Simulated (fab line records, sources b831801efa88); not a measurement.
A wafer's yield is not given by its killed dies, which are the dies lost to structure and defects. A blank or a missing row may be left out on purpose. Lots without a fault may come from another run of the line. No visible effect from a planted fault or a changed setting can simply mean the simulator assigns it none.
fab line records + flow sky130
[record]
- lots = 11
- wafers = 33
- last_day = 50
route steps=708 shown POLY_GATE@227 LDD_N@254 SPACER@306 POLY_CUT@318 PAD_OPEN@708
lots untouched by any fault: they come from a run of this same line in which no faults occurred
start_h: the number of hours between the record's first day and the start of the first shown wafer of the lot + wait_h: time in hours since the lot's previous step + " repeats the value in the row above + L1.1+2: several wafers, shown together as one row + - either no value or no given start + * or withheld: withheld + < > ~ a bound
route shown NAME@n: NAME is a module with steps in the file, n the number in the route of the first one + usual: mean and standard deviation over wafers with no fault + same: alike in all rows + chamber/n: place in a boat + sites: the reading at each site + _std_site: the standard deviation of these + _edge_site: outer sites' mean less inner sites' + radius_mm: for every site, how far away it sits from the centre of the wafer + mask NAME#n: copy n + behind: tool/chamber where the wafer was last shaped + hold: reason for holding the lot/hours on hold/outcome of the hold + device: transistor that didn't switch, given as n, p or np + end of line: the same wafers' tests at the end of the route + for a step that has no rows: nothing shown but its recipe + killed: dies that structure and defects cost at the first sort, which is not the same as the wafer's yield + map: the dies of a wafer, with x for killed, . for not killed, _ for no die there
set.NAME: the setting that was run; set.NAME@STEP: the one run at that earlier step + model.NAME: the simulator's own value behind a step, which no gauge read
route steps across a sampled set of lots; one table per step, one row per wafer
services: when a tool's chamber went out of use (start_h, in hours from the record's first day, below 0 if earlier), for how many hours, and the reason
[[steps]]
[step SKY_POLY_GATE_CD_MEAS_13]
[recipe]
- target_cd_nm = 150
[usual]
- cd_nm = 149.9/1.3
| lot.wafer | tool      | chamber | start_h | wait_h | cd_nm |
|-----------|-----------|---------|---------|--------|-------|
| L264.1    | cd_sem-02 | -       | 379.43  | -      | 147.1 |
| L264.2    | "         | -       | "       | "      | 147.3 |
| L264.3    | "         | -       | "       | "      | 148.3 |
| L265.1    | cd_sem-02 | -       | 400.86  | -      | 151.0 |
| L265.2    | "         | -       | "       | "      | 149.2 |
| L265.3    | "         | -       | "       | "      | 149.5 |
| L266.1    | cd_sem-02 | -       | 403.56  | -      | 150.6 |
| L266.3    | "         | -       | "       | "      | 150.3 |
| L266.6    | "         | -       | "       | "      | 151.7 |
| L267.4    | cd_sem-02 | -       | 410.78  | -      | 149.2 |
| L267.5    | "         | -       | "       | "      | 148.4 |
| L267.6    | "         | -       | "       | "      | 150.1 |
| L271.2    | cd_sem-02 | -       | 448.60  | -      | 153.4 |
| L271.3    | "         | -       | "       | "      | 152.6 |
| L271.4    | "         | -       | "       | "      | 152.1 |
| L274.2    | cd_sem-01 | -       | 492.73  | -      | 151.2 |
| L274.3    | "         | -       | "       | "      | 149.1 |
| L274.4    | "         | -       | "       | "      | 151.3 |
| L278.2    | cd_sem-02 | -       | 508.85  | -      | 151.5 |
| L278.3    | "         | -       | "       | "      | 150.4 |
| L278.4    | "         | -       | "       | "      | 149.4 |
| L280.1    | cd_sem-01 | -       | 516.66  | -      | 150.9 |
| L280.2    | "         | -       | "       | "      | 149.9 |
| L280.5    | "         | -       | "       | "      | 149.4 |
| L283.1    | cd_sem-01 | -       | 540.41  | -      | 150.5 |
| L283.3    | "         | -       | "       | "      | 149.8 |
| L283.6    | "         | -       | "       | "      | 149.2 |
| L284.4    | cd_sem-01 | -       | 550.52  | -      | 148.2 |
| L284.5    | "         | -       | "       | "      | 150.2 |
| L284.6    | "         | -       | "       | "      | 149.7 |
| L286.2    | cd_sem-01 | -       | 554.15  | -      | 150.3 |
| L286.3    | "         | -       | "       | "      | 150.4 |
| L286.5    | "         | -       | "       | "      | 149.9 |
[step SKY_POLY_GATE_STRIP_18]
[recipe]
- chemistry = O2/N2
- power_w = 1400
- pressure_mtorr = 1500
- platen_temp_c = withheld
- o2_flow_sccm = 3000
- n2_flow_sccm = 300
- overash_fraction = 0.5
[usual]
- drypump_motor_current_A = 5.6/0.38
- oes_product_au = 0.361/0.0046
- strip_time_to_endpoint_s = 3.184/0.028
| lot.wafer | tool            | chamber | start_h | wait_h | drypump_motor_current_A | oes_product_au | rf_hours_counter_h | strip_time_to_endpoint_s |
|-----------|-----------------|---------|---------|--------|-------------------------|----------------|--------------------|--------------------------|
| L264.1    | plasma_asher-01 | 0       | 379.83  | 0.0    | 5.4                     | 0.364          | 27                 | 3.217                    |
| L264.2    | "               | 1       | "       | "      | 5.3                     | 0.357          | 27                 | 3.157                    |
| L264.3    | "               | 1       | "       | "      | 5.3                     | 0.356          | -                  | 3.180                    |
| L265.1    | plasma_asher-02 | 0       | 401.25  | 0.0    | 6.4                     | 0.359          | 70                 | 3.184                    |
| L265.2    | "               | 1       | "       | "      | 5.4                     | 0.363          | 70                 | 3.201                    |
| L265.3    | "               | 0       | "       | "      | 6.4                     | 0.368          | -                  | 3.209                    |
| L266.1    | plasma_asher-01 | 1       | 403.95  | 0.0    | 5.3                     | 0.356          | 29                 | 3.187                    |
| L266.3    | "               | 0       | "       | "      | 5.3                     | 0.364          | -                  | 3.179                    |
| L266.6    | "               | 0       | "       | "      | 5.4                     | 0.367          | -                  | 3.197                    |
| L267.4    | plasma_asher-02 | 1       | 411.14  | 0.0    | 5.4                     | 0.356          | -                  | 3.162                    |
| L267.5    | "               | 1       | "       | "      | 5.4                     | 0.364          | -                  | 3.198                    |
| L267.6    | "               | 0       | "       | "      | 6.4                     | 0.369          | -                  | 3.225                    |
| L271.2    | plasma_asher-04 | 1       | 448.98  | 0.0    | 5.8                     | 0.364          | 63                 | 3.211                    |
| L271.3    | "               | 0       | "       | "      | 5.4                     | 0.353          | -                  | 3.187                    |
| L271.4    | "               | 1       | "       | "      | 5.8                     | 0.363          | -                  | 3.197                    |
| L274.2    | plasma_asher-01 | 0       | 493.10  | 0.0    | 5.4                     | 0.360          | 38                 | 3.151                    |
| L274.3    | "               | 0       | "       | "      | 5.4                     | 0.359          | -                  | 3.142                    |
| L274.4    | "               | 1       | "       | "      | 5.3                     | 0.358          | -                  | 3.121                    |
| L278.2    | plasma_asher-04 | 1       | 509.23  | 0.0    | 5.8                     | 0.365          | 68                 | 3.263                    |
| L278.3    | "               | 0       | "       | "      | 5.4                     | 0.362          | -                  | 3.220                    |
| L278.4    | "               | 1       | "       | "      | 5.8                     | 0.374          | -                  | 3.263                    |
| L280.1    | plasma_asher-01 | 0       | 517.05  | 0.0    | 5.4                     | 0.365          | 41                 | 3.169                    |
| L280.2    | "               | 1       | "       | "      | 5.3                     | 0.367          | 41                 | 3.187                    |
| L280.5    | "               | 1       | "       | "      | 5.3                     | 0.362          | -                  | 3.192                    |
| L283.1    | plasma_asher-01 | 1       | 540.81  | 0.0    | 5.3                     | 0.361          | 43                 | 3.176                    |
| L283.3    | "               | 1       | "       | "      | 5.4                     | 0.360          | -                  | 3.165                    |
| L283.6    | "               | 0       | "       | "      | 5.4                     | 0.362          | -                  | 3.190                    |
| L284.4    | plasma_asher-01 | 0       | 550.89  | 0.1    | 5.4                     | 0.364          | -                  | 3.206                    |
| L284.5    | "               | 0       | "       | "      | 5.3                     | 0.366          | -                  | 3.182                    |
| L284.6    | "               | 1       | "       | "      | 5.3                     | 0.358          | -                  | 3.175                    |
| L286.2    | plasma_asher-04 | 0       | 554.53  | 0.0    | 5.4                     | 0.359          | 72                 | 3.175                    |
| L286.3    | "               | 1       | "       | "      | 5.8                     | 0.359          | -                  | 3.176                    |
| L286.5    | "               | 1       | "       | "      | 5.8                     | 0.370          | -                  | 3.186                    |
[step SKY_LDD_N_TW_MEAS_17]
[usual]
- LDD_N_TW = 2549/15
| lot.wafer | tool          | chamber | start_h | wait_h | LDD_N_TW |
|-----------|---------------|---------|---------|--------|----------|
| L264.1    | film_metro-02 | -       | 413.65  | 0.1    | 2540     |
| L264.2    | "             | -       | "       | "      | 2533     |
| L264.3    | "             | -       | "       | "      | 2542     |
| L265.1    | film_metro-03 | -       | 433.44  | 0.1    | 2563     |
| L265.2    | "             | -       | "       | "      | 2550     |
| L265.3    | "             | -       | "       | "      | 2558     |
| L266.1    | film_metro-02 | -       | 438.82  | 0.1    | 2513     |
| L266.3    | "             | -       | "       | "      | 2528     |
| L266.6    | "             | -       | "       | "      | 2525     |
| L267.4    | film_metro-04 | -       | 444.10  | 0.1    | 2566     |
| L267.5    | "             | -       | "       | "      | 2573     |
| L267.6    | "             | -       | "       | "      | 2568     |
| L271.2    | film_metro-03 | -       | 484.91  | 0.1    | 2550     |
| L271.3    | "             | -       | "       | "      | 2541     |
| L271.4    | "             | -       | "       | "      | 2545     |
| L274.2    | film_metro-04 | -       | 525.48  | 0.1    | 2571     |
| L274.3    | "             | -       | "       | "      | 2560     |
| L274.4    | "             | -       | "       | "      | 2573     |
| L278.2    | film_metro-02 | -       | 542.71  | 0.1    | 2537     |
| L278.3    | "             | -       | "       | "      | 2525     |
| L278.4    | "             | -       | "       | "      | 2539     |
| L280.1    | film_metro-04 | -       | 549.65  | 0.1    | 2561     |
| L280.2    | "             | -       | "       | "      | 2553     |
| L280.5    | "             | -       | "       | "      | 2572     |
| L283.1    | film_metro-04 | -       | 573.20  | 0.1    | 2579     |
| L283.3    | "             | -       | "       | "      | 2568     |
| L283.6    | "             | -       | "       | "      | 2560     |
| L284.4    | film_metro-03 | -       | 583.10  | 0.1    | 2561     |
| L284.5    | "             | -       | "       | "      | 2568     |
| L284.6    | "             | -       | "       | "      | 2557     |
| L286.2    | film_metro-02 | -       | 588.41  | 0.1    | 2559     |
| L286.3    | "             | -       | "       | "      | 2541     |
| L286.5    | "             | -       | "       | "      | 2546     |
[step SKY_SPACER_ETCHBACK_02]
[recipe]
- chemistry = CH3F/O2
- target = Si3N4
- stop_on = SiO2
- source_w = 400
- bias_w = 80
- pressure_mtorr = 25
- ch3f_flow_sccm = 40
- O2_flow_sccm = 30
- time_s = 46.7
- target_depth_a = 450
[usual]
- drypump_motor_current_A = 5.8/0.5
- oes_product_au = 0.856/0.0065
- throttle_valve_pct = 10.563/0.0096
| lot.wafer | tool        | chamber | start_h | wait_h | drypump_motor_current_A | oes_product_au | rf_hours_counter_h | throttle_valve_pct |
|-----------|-------------|---------|---------|--------|-------------------------|----------------|--------------------|--------------------|
| L264.1    | rie_diel-02 | 3       | 537.78  | 0.1    | 5.7                     | 0.858          | 46                 | 10.561             |
| L264.2    | "           | 2       | "       | "      | 5.0                     | 0.853          | 13                 | 10.575             |
| L264.3    | "           | 0       | "       | "      | 6.6                     | 0.850          | 2                  | 10.559             |
| L265.1    | rie_diel-03 | 1       | 556.94  | 0.1    | 5.7                     | 0.854          | 38                 | 10.558             |
| L265.2    | "           | 2       | "       | "      | 5.6                     | 0.854          | 8                  | 10.567             |
| L265.3    | "           | 3       | "       | "      | 5.5                     | 0.854          | 20                 | 10.551             |
| L266.1    | rie_diel-04 | 2       | 561.14  | 0.1    | 5.5                     | 0.853          | 17                 | 10.557             |
| L266.3    | "           | 0       | "       | "      | 5.2                     | 0.865          | 25                 | 10.567             |
| L266.6    | "           | 3       | "       | "      | 6.3                     | 0.860          | -                  | 10.552             |
| L267.4    | rie_diel-04 | 3       | 567.58  | 0.0    | 6.3                     | 0.866          | 13                 | 10.588             |
| L267.5    | "           | 3       | "       | "      | 6.3                     | 0.863          | -                  | 10.569             |
| L267.6    | "           | 2       | "       | "      | 5.5                     | 0.853          | -                  | 10.575             |
| L271.2    | rie_diel-03 | 0       | 607.66  | 0.0    | 6.7                     | 0.854          | 10                 | 10.580             |
| L271.3    | "           | 3       | "       | "      | 5.5                     | 0.865          | 21                 | 10.569             |
| L271.4    | "           | 2       | "       | "      | 5.5                     | 0.858          | 9                  | 10.567             |
| L274.2    | rie_diel-03 | 0       | 645.30  | 0.0    | 6.8                     | 0.850          | 11                 | 10.550             |
| L274.3    | "           | 1       | "       | "      | 5.7                     | 0.849          | 39                 | 10.558             |
| L274.4    | "           | 3       | "       | "      | 5.6                     | 0.865          | 22                 | 10.558             |
| L278.2    | rie_diel-03 | 1       | 661.20  | 0.0    | 5.8                     | 0.868          | 40                 | 10.553             |
| L278.3    | "           | 0       | "       | "      | 6.8                     | 0.870          | 11                 | 10.555             |
| L278.4    | "           | 3       | "       | "      | 5.5                     | 0.861          | -                  | 10.539             |
| L280.1    | rie_diel-04 | 2       | 669.59  | 0.1    | 5.5                     | 0.850          | 19                 | 10.576             |
| L280.2    | "           | 3       | "       | "      | 6.3                     | 0.866          | 15                 | 10.568             |
| L280.5    | "           | 3       | "       | "      | 6.3                     | 0.857          | -                  | 10.568             |
| L283.1    | rie_diel-04 | 0       | 693.53  | 0.1    | 5.2                     | 0.857          | 27                 | 10.555             |
| L283.3    | "           | 2       | "       | "      | 5.5                     | 0.855          | 19                 | 10.568             |
| L283.6    | "           | 2       | "       | "      | 5.5                     | 0.853          | -                  | 10.542             |
| L284.4    | rie_diel-02 | 0       | 701.50  | 0.0    | 6.6                     | 0.847          | 6                  | 10.561             |
| L284.5    | "           | 0       | "       | "      | 6.5                     | 0.850          | -                  | 10.571             |
| L284.6    | "           | 1       | "       | "      | 5.9                     | 0.853          | -                  | 10.567             |
| L286.2    | rie_diel-04 | 0       | 704.78  | 0.0    | 5.2                     | 0.856          | 28                 | 10.546             |
| L286.3    | "           | 1       | "       | "      | 6.0                     | 0.858          | 10                 | 10.561             |
| L286.5    | "           | 1       | "       | "      | 5.9                     | 0.850          | -                  | 10.544             |
[step SKY_POLY_CUT_ETCH_11]
[recipe]
- target = Si3N4
- chemistry = CF4/CH2F2/Ar
- stop_on = poly-Si
- source_w = 600
- bias_w = 150
- pressure_mtorr = 40
- cf4_flow_sccm = 40
- ch2f2_flow_sccm = 20
- Ar_flow_sccm = 150
- time_s = 42.5
- target_depth_a = 600
[usual]
- ch2f2_flow_sccm = 20.00/0.059
- drypump_motor_current_A = 5.7/0.61
- oes_product_au = 0.829/0.0061
- throttle_valve_pct = 14.995/0.008
| lot.wafer | tool        | chamber | start_h | wait_h | ch2f2_flow_sccm | drypump_motor_current_A | oes_product_au | rf_hours_counter_h | throttle_valve_pct |
|-----------|-------------|---------|---------|--------|-----------------|-------------------------|----------------|--------------------|--------------------|
| L264.1    | rie_diel-01 | 1       | 567.83  | 0.0    | 20.06           | 4.8                     | 0.844          | 62                 | 14.997             |
| L264.2    | "           | 2       | "       | "      | 19.98           | 6.7                     | 0.827          | 1                  | 15.001             |
| L264.3    | "           | 3       | "       | "      | 19.98           | 5.2                     | 0.840          | 63                 | 15.005             |
| L265.1    | rie_diel-01 | 0       | 586.68  | 0.0    | 20.04           | 5.6                     | 0.821          | 1                  | 15.002             |
| L265.2    | "           | 1       | "       | "      | 20.13           | 4.8                     | 0.816          | 63                 | 14.992             |
| L265.3    | "           | 3       | "       | "      | 20.00           | 5.3                     | 0.831          | 63                 | 14.991             |
| L266.1    | rie_diel-04 | 2       | 591.71  | 0.0    | 19.99           | 5.5                     | 0.829          | 17                 | 14.999             |
| L266.3    | "           | 0       | "       | "      | 20.10           | 5.2                     | 0.822          | 26                 | 15.000             |
| L266.6    | "           | 0       | "       | "      | 19.98           | 5.2                     | 0.823          | -                  | 15.005             |
| L267.4    | rie_diel-04 | 1       | 598.08  | 0.0    | 20.06           | 6.0                     | 0.820          | 9                  | 14.986             |
| L267.5    | "           | 1       | "       | "      | 20.08           | 6.0                     | 0.819          | -                  | 14.981             |
| L267.6    | "           | 0       | "       | "      | 19.95           | 5.2                     | 0.823          | -                  | 15.010             |
| L271.2    | rie_diel-02 | 1       | 636.95  | 0.0    | 20.03           | 6.0                     | 0.832          | 4                  | 15.001             |
| L271.3    | "           | 2       | "       | "      | 20.00           | 5.0                     | 0.829          | 14                 | 15.005             |
| L271.4    | "           | 1       | "       | "      | 20.10           | 5.9                     | 0.839          | -                  | 14.999             |
| L274.2    | rie_diel-01 | 0       | 673.63  | 0.0    | 19.93           | 5.6                     | 0.781          | 3                  | 14.972             |
| L274.3    | "           | 3       | "       | "      | 19.96           | 5.2                     | 0.827          | 0                  | 14.983             |
| L274.4    | "           | 3       | "       | "      | 20.10           | 5.3                     | 0.827          | -                  | 14.991             |
| L278.2    | rie_diel-01 | 0       | 690.18  | 0.0    | 19.96           | 5.5                     | 0.833          | 4                  | 14.991             |
| L278.3    | "           | 1       | "       | "      | 20.03           | 4.8                     | 0.788          | 0                  | 14.991             |
| L278.4    | "           | 3       | "       | "      | 19.94           | 5.3                     | 0.833          | 1                  | 15.005             |
| L280.1    | rie_diel-01 | 2       | 697.78  | 0.0    | 20.02           | 6.7                     | 0.833          | 5                  | 15.001             |
| L280.2    | "           | 0       | "       | "      | 19.99           | 5.6                     | 0.827          | 4                  | 14.985             |
| L280.5    | "           | 3       | "       | "      | 20.00           | 5.2                     | 0.830          | -                  | 15.000             |
| L283.1    | rie_diel-04 | 2       | 721.05  | 0.0    | 19.99           | 5.5                     | 0.824          | 20                 | 15.001             |
| L283.3    | "           | 0       | "       | "      | 19.94           | 5.3                     | 0.822          | 28                 | 15.000             |
| L283.6    | "           | 1       | "       | "      | 19.90           | 6.0                     | 0.815          | -                  | 14.987             |
| L284.4    | rie_diel-02 | 3       | 728.56  | 0.0    | 20.02           | 5.7                     | 0.834          | 50                 | 14.995             |
| L284.5    | "           | 0       | "       | "      | 19.95           | 6.5                     | 0.826          | -                  | 14.994             |
| L284.6    | "           | 1       | "       | "      | 20.02           | 6.0                     | 0.826          | -                  | 14.979             |
| L286.2    | rie_diel-02 | 2       | 732.78  | 0.0    | 19.91           | 5.0                     | 0.836          | 17                 | 15.010             |
| L286.3    | "           | 0       | "       | "      | 20.01           | 6.6                     | 0.833          | 7                  | 14.997             |
| L286.5    | "           | 2       | "       | "      | 19.91           | 5.0                     | 0.825          | -                  | 15.004             |
[step SKY_PAD_OPEN_PROBE_99]
[usual]
- killed_at_M0_to_M3 = 43/7.4
- killed_at_M4_up = 3.3/2
- killed_at_contacts = 24/5.4
- killed_at_front_end = 16/4.2
- killed_at_other = 0.3/0.61
- killed_dies = 87/9.4
- killed_open = 47/7.3
- killed_short = 40/6.7
[same]
- gross_dies = 492
- killed_at_back_side = 0
| lot.wafer | tool      | chamber | start_h | wait_h | killed_at_M0_to_M3 | killed_at_M4_up | killed_at_contacts | killed_at_front_end | killed_at_other | killed_dies | killed_open | killed_short |
|-----------|-----------|---------|---------|--------|--------------------|-----------------|--------------------|---------------------|-----------------|-------------|-------------|--------------|
| L274.2    | prober-02 | -       | 1155.43 | 0.1    | 61                 | 5               | 14                 | 14                  | 0               | 94          | 55          | 39           |
| L274.3    | prober-02 | -       | 1155.48 | 0.2    | 47                 | 2               | 19                 | 9                   | 0               | 77          | 41          | 36           |
| L274.4    | prober-02 | -       | 1155.53 | 0.2    | 48                 | 6               | 17                 | 14                  | 0               | 85          | 41          | 44           |
// killed by level:class
L274.2 VIA1:geometric_particle:open=17 VIA2:geometric_particle:open=9 VIA3:geometric_particle:open=8 LI_CONTACT:geometric_particle:open=7 METAL1:geometric_particle:short=6 VIA1:geometric_particle:short=5 METAL4:geometric_particle:short=5 FIELD_ISO:geometric_particle:short=4
L274.3 VIA3:geometric_particle:short=10 VIA2:geometric_particle:open=10 CONTACT:geometric_particle:open=6 VIA1:geometric_particle:short=6 VIA1:geometric_particle:open=6 VIA3:geometric_particle:open=6 METAL1:geometric_particle:open=5 LI_CONTACT:geometric_particle:short=4
L274.4 VIA2:geometric_particle:open=9 VIA1:geometric_particle:open=8 VIA1:geometric_particle:short=6 LI_CONTACT:geometric_particle:short=6 VIA3:geometric_particle:open=5 METAL4:geometric_particle:short=5 FIELD_ISO:geometric_particle:short=4 LI_CONTACT:geometric_particle:open=4
[[services]]
| tool            | chamber | start_h | hours | kind   |
|-----------------|---------|---------|-------|--------|
| rie_diel-02     | 0       | 357.30  | 45.3  | repair |
| rie_diel-01     | 2       | 359.81  | 3.1   | repair |
| rie_diel-01     | 1       | 369.20  | 3.9   | repair |
| rie_diel-02     | 2       | 388.50  | 4.8   | repair |
| rie_diel-01     | 0       | 392.45  | 1.2   | repair |
| rie_diel-04     | -       | 403.37  | 0.2   | repair |
| plasma_asher-01 | -       | 409.06  | 2.8   | pm     |
| rie_diel-02     | -       | 426.72  | 5.0   | repair |
| rie_diel-02     | -       | 462.16  | 2.2   | repair |
| rie_diel-02     | 3       | 467.03  | 1.6   | repair |
| rie_diel-04     | -       | 484.50  | 0.4   | repair |
| rie_diel-04     | 2       | 493.65  | 7.4   | repair |
| rie_diel-02     | 3       | 516.50  | 7.1   | repair |
| rie_diel-01     | 2       | 570.14  | 4.0   | repair |
| rie_diel-04     | 1       | 589.96  | 2.6   | repair |
| rie_diel-04     | 3       | 605.76  | 6.3   | repair |
| rie_diel-04     | 1       | 613.89  | 9.5   | repair |
| plasma_asher-01 | -       | 618.65  | 1.5   | repair |
| rie_diel-04     | 2       | 619.51  | 3.2   | repair |
| rie_diel-04     | -       | 625.25  | 0.6   | repair |
| rie_diel-04     | -       | 625.60  | 1.3   | repair |
| plasma_asher-01 | -       | 665.34  | 1.1   | repair |
| rie_diel-04     | 1       | 667.47  | 7.7   | repair |
| rie_diel-04     | 0       | 695.99  | 4.1   | repair |
[[key]]
[first_sign]
- step = SKY_POLY_CUT_ETCH_11
- reading = oes_product_au
- direction = down
- sigmas = 7.3
- usual = 0.829
- struck = 0.785
effect none on later readings
met_at SKY_SPACER_ETCHBACK_02
struck_lots L274,L278
struck_wafers L274.2,L278.3
tester_left_out L274,L278
not_acting_at SKY_POLY_GATE_CD_MEAS_13,SKY_POLY_GATE_STRIP_18,SKY_LDD_N_TW_MEAS_17
onset_between 607.66 645.30
[fault]
- kind = process_parameter_drift
- tool = rie_diel-03
- chamber = 0
- onset_h = 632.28
- steps = SKY_SPACER_ETCHBACK_02
- channel = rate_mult
- offset = 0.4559
- shape = step
- end_h = 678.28
// tester_left_out: of these lots the tester's yield and bins aren't shown, on N5 and GAA mostly nor the transistor test; their killed dies are dies lost to structure and defects alone, not to doping, threshold or leakage, so they don't give the yield
